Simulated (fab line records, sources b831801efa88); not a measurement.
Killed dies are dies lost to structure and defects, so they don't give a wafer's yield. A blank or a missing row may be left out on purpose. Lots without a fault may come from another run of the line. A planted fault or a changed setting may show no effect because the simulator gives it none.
Which tool did it? | flow sky130 | 12 lots, 36 wafers sampled, at 5 steps of a route of 708

WHAT THE GAUGES READ, wafer by wafer
The record holds no reading of a measuring or inspecting step that can be judged against a usual standard deviation.

WHICH TOOL RAN EACH LOT (tool, then ch and the chambers of the sampled wafers, then the start)
lot  | SKY_METAL2_SPUTTER_03        | SKY_METAL4_ETCH_17                 | SKY_VIA4_STRIP_13                    | SKY_PASSIVATION_CVD_00          | SKY_PAD_OPEN_PROBE_99
L378 | pvd_sputter-01, day 34 19:25 | rie_diel-03 ch 0,1, day 42 13:01   | plasma_asher-04 ch 0, day 43 13:26   | pecvd-04 ch 0,1,2, day 44 14:24 | -
L379 | pvd_sputter-01, day 35 03:43 | rie_diel-02 ch 0,1,2, day 42 20:03 | plasma_asher-02 ch 0,1, day 43 19:59 | pecvd-04 ch 0,1, day 44 20:01   | -
L380 | pvd_sputter-03, day 35 10:10 | rie_diel-03 ch 0,2, day 43 01:31   | plasma_asher-04 ch 0,1, day 44 01:59 | pecvd-01 ch 0,1, day 45 02:11   | -
L381 | pvd_sputter-02, day 35 11:56 | rie_diel-02 ch 0,1,2, day 43 02:00 | plasma_asher-02 ch 0,1, day 44 02:34 | pecvd-02 ch 1,2, day 45 02:43   | -
L383 | pvd_sputter-01, day 36 13:58 | rie_diel-01 ch 0,2,3, day 44 02:22 | plasma_asher-03 ch 1, day 45 01:41   | pecvd-02 ch 0,1,2, day 46 01:26 | -
L385 | pvd_sputter-01, day 37 05:22 | rie_diel-03 ch 0,1, day 44 14:01   | plasma_asher-02 ch 0,1, day 45 12:28 | pecvd-04 ch 0,1,2, day 46 11:44 | prober-02, day 48 06:43
L386 | pvd_sputter-01, day 37 13:34 | rie_diel-03 ch 0,1,3, day 44 21:49 | plasma_asher-02 ch 0,1, day 45 20:14 | pecvd-02 ch 0,1,2, day 46 18:58 | prober-02, day 48 12:19
L388 | pvd_sputter-02, day 37 16:28 | rie_diel-02 ch 1,2,3, day 45 00:49 | plasma_asher-04 ch 0,1, day 45 23:23 | pecvd-01 ch 0,1,2, day 46 22:32 | -
L391 | pvd_sputter-02, day 38 18:16 | rie_diel-01 ch 1,3, day 45 22:16   | plasma_asher-04 ch 0,1, day 46 20:05 | pecvd-04 ch 0,1, day 47 18:08   | -
L392 | pvd_sputter-02, day 39 06:15 | rie_diel-03 ch 0,1,2, day 46 07:38 | plasma_asher-03 ch 0,1, day 47 05:08 | pecvd-04 ch 1,2, day 48 03:58   | -
L396 | pvd_sputter-01, day 40 11:04 | rie_diel-01 ch 1,2,3, day 47 07:51 | plasma_asher-02 ch 0,1, day 48 04:08 | pecvd-01 ch 0,1,2, day 49 02:41 | -
L397 | pvd_sputter-01, day 40 13:46 | rie_diel-03 ch 1,2,3, day 47 09:13 | plasma_asher-04 ch 0,1, day 48 06:08 | pecvd-02 ch 0,2, day 49 03:11   | -
- SKY_METAL2_SPUTTER_03: material Ti, target thk 5 nm, time 3.208 s.
- SKY_METAL4_ETCH_17: etches SiO2 in C4F8/O2/Ar, stops on TiN, time 3.9 s, target depth 15 nm.
- SKY_VIA4_STRIP_13: strips in O2/N2.
- SKY_PASSIVATION_CVD_00: deposits SiO2, target thk 90 nm.
- SKY_PAD_OPEN_PROBE_99

WHAT THE TOOLS THEMSELVES READ (means of the sampled wafers that have a number; where no wafer has one, the mark that the record gives instead)
SKY_METAL2_SPUTTER_03.
lot  | tool           | throttle_valve_pct (%)
L378 | pvd_sputter-01 | 31.2
L379 | pvd_sputter-01 | 32.2
L380 | pvd_sputter-03 | 29.6
L381 | pvd_sputter-02 | 28.4
L383 | pvd_sputter-01 | 30.8
L385 | pvd_sputter-01 | 31.8
L386 | pvd_sputter-01 | 31.4
L388 | pvd_sputter-02 | 28.5
L391 | pvd_sputter-02 | 28.5
L392 | pvd_sputter-02 | 29.4
L396 | pvd_sputter-01 | 31.9
L397 | pvd_sputter-01 | 31.5

SKY_METAL4_ETCH_17.
lot  | tool        | chamber_pressure_mTorr (mTorr) | oes_product_au (a.u.)
L378 | rie_diel-03 | 39.97                          | 0.746
L379 | rie_diel-02 | 39.98                          | 0.753
L380 | rie_diel-03 | 40.01                          | 0.749
L381 | rie_diel-02 | 40.00                          | 0.757
L383 | rie_diel-01 | 40.04                          | 0.747
L385 | rie_diel-03 | 39.99                          | 0.758
L386 | rie_diel-03 | 39.99                          | 0.760
L388 | rie_diel-02 | 39.97                          | 0.757
L391 | rie_diel-01 | 40.03                          | 0.755
L392 | rie_diel-03 | 39.99                          | 0.765
L396 | rie_diel-01 | 40.02                          | 0.761
L397 | rie_diel-03 | 39.96                          | 0.751

SKY_VIA4_STRIP_13.
lot  | tool            | chamber_pressure_mTorr (mTorr) | drypump_motor_current_A (A) | oes_product_au (a.u.) | strip_time_to_endpoint_s (s)
L378 | plasma_asher-04 | 1498.9                         | 5.2                         | 0.712                 | 12.89
L379 | plasma_asher-02 | 1500.1                         | 6.3                         | 0.711                 | 12.83
L380 | plasma_asher-04 | 1499.3                         | 5.5                         | 0.708                 | 12.80
L381 | plasma_asher-02 | 1500.3                         | 6.4                         | 0.708                 | 12.80
L383 | plasma_asher-03 | 1500.5                         | 5.7                         | 0.704                 | 12.82
L385 | plasma_asher-02 | 1499.1                         | 6.4                         | 0.706                 | 12.82
L386 | plasma_asher-02 | 1499.5                         | 6.4                         | 0.708                 | 12.78
L388 | plasma_asher-04 | 1500.2                         | 5.5                         | 0.705                 | 12.80
L391 | plasma_asher-04 | 1499.5                         | 5.4                         | 0.713                 | 12.81
L392 | plasma_asher-03 | 1499.7                         | 5.4                         | 0.708                 | 12.84
L396 | plasma_asher-02 | 1499.4                         | 6.4                         | 0.703                 | 12.85
L397 | plasma_asher-04 | 1499.8                         | 5.5                         | 0.708                 | 12.82

SKY_PASSIVATION_CVD_00.
lot  | tool     | heater_power_w (W)
L378 | pecvd-04 | 606
L379 | pecvd-04 | 601
L380 | pecvd-01 | 723
L381 | pecvd-02 | 594
L383 | pecvd-02 | 560
L385 | pecvd-04 | 652
L386 | pecvd-02 | 554
L388 | pecvd-01 | 736
L391 | pecvd-04 | 645
L392 | pecvd-04 | 702
L396 | pecvd-01 | 726
L397 | pecvd-02 | 581

SKY_PAD_OPEN_PROBE_99.
lot  | tool      | defect_limited_yield (%) | killed_at_M0_to_M3 | killed_at_M4_up | killed_at_contacts | killed_at_front_end | killed_at_other | killed_dies | killed_open | killed_short | sort_bin_3_pad_short (%) | sort_bin_5_function (%) | sort_bin_6_memory (%) | sort_n_pass | sort_yield_pct (%)
L385 | prober-02 | 73.6                     | 86                 | 2.3             | 28                 | 13                  | 1.3             | 130         | 53          | 39           | 1.4                      | 17.3                    | 7.7                   | 362         | 73.6
L386 | prober-02 | 74.7                     | 78                 | 2.0             | 24                 | 19                  | 1.7             | 124         | 46          | 37           | 3.0                      | 16.1                    | 6.2                   | 368         | 74.7

THE ANSWER, worked out from the rows above alone
Rule: what is usual is taken from the lots themselves. Put in order of their means at a reading, lots are off if they are a third of the lots or fewer, leave a main group of 4 or more, and stand apart from it by a gap of 3 or more times the standard deviation of the main group's means; of several such gaps the widest counts. A main group whose means are all the same, to the digits that the tables above print for the reading, isn't used. A lot without any number at a reading at which 4 lots or more have one is off too. The other lots that the step has rows for count as sound. The gauges are gone through in route order, then the tools' own readings, and for those a lot's mean is taken as printed above. The first step at which some lot is off is used, and at that step the reading that is off furthest; a lot without a number counts as furthest.
No lot is off at any reading shown: from this, nothing can be told.

WHAT THE SIMULATOR HAD PUT IN
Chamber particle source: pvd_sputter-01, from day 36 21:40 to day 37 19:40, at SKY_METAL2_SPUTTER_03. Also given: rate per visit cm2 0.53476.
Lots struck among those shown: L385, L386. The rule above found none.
